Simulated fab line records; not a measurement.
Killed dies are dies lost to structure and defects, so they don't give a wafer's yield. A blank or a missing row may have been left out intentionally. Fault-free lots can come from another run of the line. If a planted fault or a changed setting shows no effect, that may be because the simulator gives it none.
Split-lot trial + flow sky130 + 23 wafers read from 5 lots, route of 708 steps

THE SPLIT ITSELF
At SKY_METAL5_METAL_ETCH_15 (etches the open film in Cl2/BCl3, stops on SiO2, target depth 1260 nm, time 252 s), the setting time_s was moved away from the recipe's 252 s on 6 of the 23 wafers read, by -14.6% to +4.9%. The other wafers ran this setting at the recipe's value.

Reading taken at the split's own step.

THE READING
oes_product_au, in a.u., at SKY_METAL5_METAL_ETCH_15 (etches the open film in Cl2/BCl3, stops on SiO2, target depth 1260 nm, time 252 s). A value of 0.894 a.u. with a standard deviation of 0.005 a.u. is what fault-free wafers of this fab line usually give.

| wafer  | tool, chamber at the split | time_s as run, s | against the recipe | oes_product_au, a.u. | against lot-mates on the recipe |
|--------|----------------------------|------------------|--------------------|----------------------|---------------------------------|
| L077.1 | rie_metal-04, 0            | 252              | recipe             | 0.890                | -                               |
| L077.2 | rie_metal-04, 1            | 252              | recipe             | 0.893                | -                               |
| L077.3 | rie_metal-04, 1            | 252              | recipe             | 0.897                | -                               |
| L077.4 | rie_metal-04, 0            | 252              | recipe             | 0.895                | -                               |
| L077.5 | rie_metal-04, 1            | 252              | recipe             | 0.886                | -                               |
| L079.1 | rie_metal-04, 1            | 252              | recipe             | 0.894                | -                               |
| L079.2 | rie_metal-04, 1            | 223.3            | -11.4%             | 0.967                | +0.072                          |
| L079.3 | rie_metal-04, 1            | 252              | recipe             | 0.893                | -                               |
| L079.4 | rie_metal-04, 1            | 252              | recipe             | 0.898                | -                               |
| L079.5 | rie_metal-04, 1            | 223.3            | -11.4%             | 0.954                | +0.059                          |
| L080.2 | rie_metal-04, 1            | 252              | recipe             | 0.889                | -                               |
| L080.3 | rie_metal-04, 1            | 252              | recipe             | 0.896                | -                               |
| L080.4 | rie_metal-04, 1            | 264.4            | +4.9%              | 0.893                | +0.001                          |
| L080.5 | rie_metal-04, 1            | 252              | recipe             | 0.892                | -                               |
| L080.6 | rie_metal-04, 1            | 264.4            | +4.9%              | 0.893                | +0.001                          |
| L083.1 | rie_metal-01, 1            | 252              | recipe             | 0.889                | -                               |
| L083.3 | rie_metal-01, 0            | 215.2            | -14.6%             | 0.978                | +0.084                          |
| L083.4 | rie_metal-01, 1            | 252              | recipe             | 0.900                | -                               |
| L083.5 | rie_metal-01, 1            | 252              | recipe             | 0.893                | -                               |
| L083.6 | rie_metal-01, 0            | 215.2            | -14.6%             | 0.968                | +0.074                          |
| L085.1 | rie_metal-04, 0            | 252              | recipe             | 0.892                | -                               |
| L085.2 | rie_metal-04, 1            | 252              | recipe             | 0.890                | -                               |
| L085.4 | rie_metal-04, 0            | 252              | recipe             | 0.902                | -                               |

THE FIT
A straight line over all 23 wafers: oes_product_au changes by -0.00505 a.u. for each +1% of time_s; r = -0.96; the points scatter about the line by 0.0087 a.u.
The same after taking each lot's own level away (the mean of its wafers on the recipe; 23 wafers): -0.00496 a.u. for each +1%; r = -0.95; scatter 0.0088 a.u.
According to that fit, moving time_s by its largest amount changes the reading by 0.072 a.u.
Across the lots, their own levels run from 0.8922 to 0.8950 a.u., a range of 0.6 times the standard deviation given above.
So the lot-to-lot level changes the slope little: the two slopes agree.
Check: with one of the wafers moved furthest among these (-14.6%) left out of the fit, the line predicts +0.0727 a.u. for it against its lot-mates. It came out at +0.084 a.u. against them.
Tool readings at the split's step, against how far the setting was moved: oes_product_au r = -0.96.

OTHER SPLITS ON THESE WAFERS
Before the reading, these wafers also passed through other splits. Each is held against what the fit with the lots' levels taken away leaves over:
| other split on the same wafers | wafers away from the commonest value | r with oes_product_au (lot level and that fit taken away) |
|--------------------------------|--------------------------------------|-----------------------------------------------------------|
| SKY_VIA4_CVD_18 temp_c         | 11                                   | -0.16                                                     |
| SKY_METAL5_SPUTTER_04 power_w  | 10                                   | -0.33                                                     |

THE WHOLE CHAIN: every reading that the file lists as answering this split, in the file's order
| step                     | what it does                                                                      | reading                                                                           | change (the file's fit)                   | r (the file's) |
|--------------------------|-----------------------------------------------------------------------------------|-----------------------------------------------------------------------------------|-------------------------------------------|----------------|
| SKY_METAL5_METAL_ETCH_15 | etches the open film in Cl2/BCl3, stops on SiO2, target depth 1260 nm, time 252 s | oes_product_au                                                                    | -0.00515 a.u. for each +1% of the setting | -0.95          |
| SKY_METAL5_METAL_ETCH_15 | etches the open film in Cl2/BCl3, stops on SiO2, target depth 1260 nm, time 252 s | NOVOLAK_of_METAL5_COAT_09.thk_nm (the simulator's own value, which no gauge read) | -7.73 nm for each +1% of the setting      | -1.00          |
| SKY_METAL5_STRIP_16      | strips in O2/N2                                                                   | strip_time_to_endpoint_s                                                          | withheld for each +1% of the setting      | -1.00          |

THE FILE'S OWN FIT
oes_product_au changes by -0.00515 a.u. for each +1% of time_s, r = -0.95.
